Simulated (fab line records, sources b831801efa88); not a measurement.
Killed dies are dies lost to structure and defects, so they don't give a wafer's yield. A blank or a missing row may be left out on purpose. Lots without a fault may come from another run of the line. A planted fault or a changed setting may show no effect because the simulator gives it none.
A struck lot beside a sound one | flow sky130 | 32 steps out of a route of 708
Sound: wafers L273.1, L273.3, L273.5. Struck: wafers L283.1, L283.6. (L283.3 of the same lot was not struck and is left out.) The cause comes at the end.
At each step with rows: each side's tool, then ch and its chambers, then its first start. Under that, the readings that differ: sound wafers | struck wafers | difference of the means | sigmas: that difference in standard deviations of wafers without a fault.
alike: readings whose means differ by less than 2 such deviations, and words and numbers that are the same on both sides. not compared: withheld readings, readings that some wafer has no value for, bounds like >300 that may hide the same value, and numbers for which the record gives no deviation and whose values overlap.
The two part at a step that has a row with sigmas, a row that says differs or no value, or rows on one side only. Numbers that don't overlap but have no deviation are shown without sigmas and don't part them. A reading that every wafer of one side lacks parts them only if that side has two wafers or more.

SKY_CAP2M_THK_MEAS_01:
  sound on film_metro-04, day 42 10:13; struck on film_metro-02, day 45 01:23
  alike: CAP2M_CVD_00_THK
SKY_CAP2M_SPUTTER_02: material TiN, target thk 200 nm, time 166.7 s.
  sound on pvd_sputter-04, day 42 10:17; struck on pvd_sputter-04, day 45 01:26
  alike: throttle_valve_pct
SKY_CAP2M_RS_MEAS_03: measures by four-point-probe.
  sound on film_metro-03, day 42 10:23; struck on film_metro-03, day 45 01:33
  alike: CAP2M_TIN_RS
SKY_CAP2M_THK_MEAS_04: measures by xrf.
  sound on film_metro-03, day 42 10:31; struck on film_metro-03, day 45 01:40
  alike: CAP2M_TIN_THK
then, 7 steps without rows for these wafers: SKY_CAP2M_DEHYDRATE_05 (time 60 s); SKY_CAP2M_HMDS_06 (prime time 60 s); SKY_CAP2M_COAT_07 (resist thk 1140 nm); SKY_CAP2M_SOFTBAKE_08 (time 58.67 s); SKY_CAP2M_EXPOSE_09 (exposes mask CAP2M, target cd 1000 nm); SKY_CAP2M_PEB_10; SKY_CAP2M_DEVELOP_11 (develop time 60 s).
SKY_CAP2M_OVL_MEAS_12:
  sound on overlay-02, day 43 09:52; struck on overlay-01, day 45 22:52
  alike: CAP2M_OVL
SKY_CAP2M_METAL_ETCH_13: etches TiN in Cl2/BCl3, stops on SiO2, target depth 220 nm, time 62.9 s.
  sound on rie_metal-01 ch 0, day 43 09:54; struck on rie_metal-01 ch 0, day 45 22:54
  reading                                    | sound             | struck      | difference | sigmas
  rf_fwd_power_W (W)                         | 891 890 891       | 1035 1034   | +144       | +45
  model.NOVOLAK_of_CAP2M_COAT_07.thk_nm (nm) | 990.1 991.6 994.2 | 976.8 974.3 | -16.4      |
  model.SiO2_of_CAP2M_CVD_00.thk_nm (nm)     | 15.17 15.36 15.23 | 12.72 12.83 | -2.48      |
  alike: drypump_motor_current_A, oes_product_au, throttle_valve_pct
  not compared: rf_hours_counter_h
SKY_CAP2M_STRIP_14: strips in O2/N2.
  sound on plasma_asher-01 ch 0,1, day 43 10:03; struck on plasma_asher-01 ch 0,1, day 45 22:59
  reading                      | sound             | struck      | difference | sigmas
  strip_time_to_endpoint_s (s) | 12.62 12.63 12.65 | 12.47 12.44 | -0.18      | -4
  alike: drypump_motor_current_A, oes_product_au
  not compared: rf_hours_counter_h
then, 11 steps without rows for these wafers: SKY_CAP2M_STRIP_15 (strips in post etch residue remover, time 1200 s); SKY_CAP2M_CLEAN_16 (cleans in IPA, time 180 s); SKY_CAP2M_CLEAN_17 (cleans in O3/DIW); SKY_METAL4_DEHYDRATE_05 (time 60 s); SKY_METAL4_HMDS_06 (prime time 60 s); SKY_METAL4_COAT_07 (resist thk 60 nm); SKY_METAL4_COAT_08 (resist thk 1140 nm); SKY_METAL4_SOFTBAKE_09 (time 90 s); SKY_METAL4_EXPOSE_10 (exposes mask MM4, target cd 300 nm); SKY_METAL4_PEB_11; SKY_METAL4_DEVELOP_12 (develop time 60 s).
SKY_METAL4_CD_MEAS_13: target cd 300 nm.
  sound on cd_sem-01, day 44 09:16; struck on cd_sem-02, day 46 20:01
  alike: cd_nm
SKY_METAL4_OVL_MEAS_14:
  sound on overlay-02, day 44 09:23; struck on overlay-02, day 46 20:08
  alike: METAL4_OVL
SKY_METAL4_DESCUM_15: chemistry O2, time 8 s.
  sound on rie_metal-01 ch 1, day 44 09:25; struck on rie_metal-01 ch 1, day 46 20:10
  alike: drypump_motor_current_A, oes_product_au
  not compared: rf_hours_counter_h
SKY_METAL4_ETCH_16: etches BARC in N2/H2, stops on SiO2, time 88.2 s, target depth 60 nm.
  sound on rie_metal-01 ch 1, day 44 09:27; struck on rie_metal-01 ch 1, day 46 20:12
  alike: drypump_motor_current_A, oes_product_au, rf_fwd_power_W, throttle_valve_pct
  not compared: rf_hours_counter_h
SKY_METAL4_ETCH_17: etches SiO2 in C4F8/O2/Ar, stops on TiN, time 3.9 s, target depth 15 nm.
  sound on rie_diel-02 ch 0,3, day 44 09:33; struck on rie_diel-02 ch 0, day 46 20:18
  reading                  | sound             | struck      | difference | sigmas
  oes_product_au (a.u.)    | 0.742 0.756 0.746 | 0.690 0.695 | -0.056     | -8
  model.etch.depth_nm (nm) | 15.17 15.36 15.23 | 12.72 12.83 | -2.48      |
  alike: rf_fwd_power_W
  not compared: rf_hours_counter_h
SKY_METAL4_METAL_ETCH_18: etches the open film in Cl2/BCl3, stops on SiO2, target depth 845 nm, time 189.4 s.
  sound on rie_metal-03 ch 0, day 44 09:34; struck on rie_metal-03 ch 1, day 46 20:19
  alike: drypump_motor_current_A, oes_product_au, throttle_valve_pct
  not compared: rf_fwd_power_W, rf_hours_counter_h
-- the record jumps here: 3 days lie between the struck wafers' starts before and after (it left off in module METAL4 and takes up again in module PAD_OPEN, whose first step shown is number 708 of the route) --
SKY_PAD_OPEN_PROBE_99:
  sound on prober-02, day 48 02:05; struck on prober-02, day 50 03:50
  reading         | sound | struck | difference | sigmas
  killed_at_other | 1 1 2 | 0 0    | -1         | -2
  alike: defect_limited_yield, killed_at_M0_to_M3, killed_at_M4_up, killed_at_contacts, killed_at_front_end, killed_dies, killed_open, killed_short, sort_bin_3_pad_short, sort_bin_5_function, sort_bin_6_memory, sort_n_pass, sort_yield_pct
  not compared: model.etest.cap_mim2.bv_v, model.etest.cap_mim2.leak_log10_a_cm2

WHERE THEY PART
First at SKY_CAP2M_METAL_ETCH_13; last, within this record, at SKY_PAD_OPEN_PROBE_99.

WHY: what the simulator had put in
Process parameter drift: rie_metal-01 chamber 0, from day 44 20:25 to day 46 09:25, at SKY_CAP2M_METAL_ETCH_13. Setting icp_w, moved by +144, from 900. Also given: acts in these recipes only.
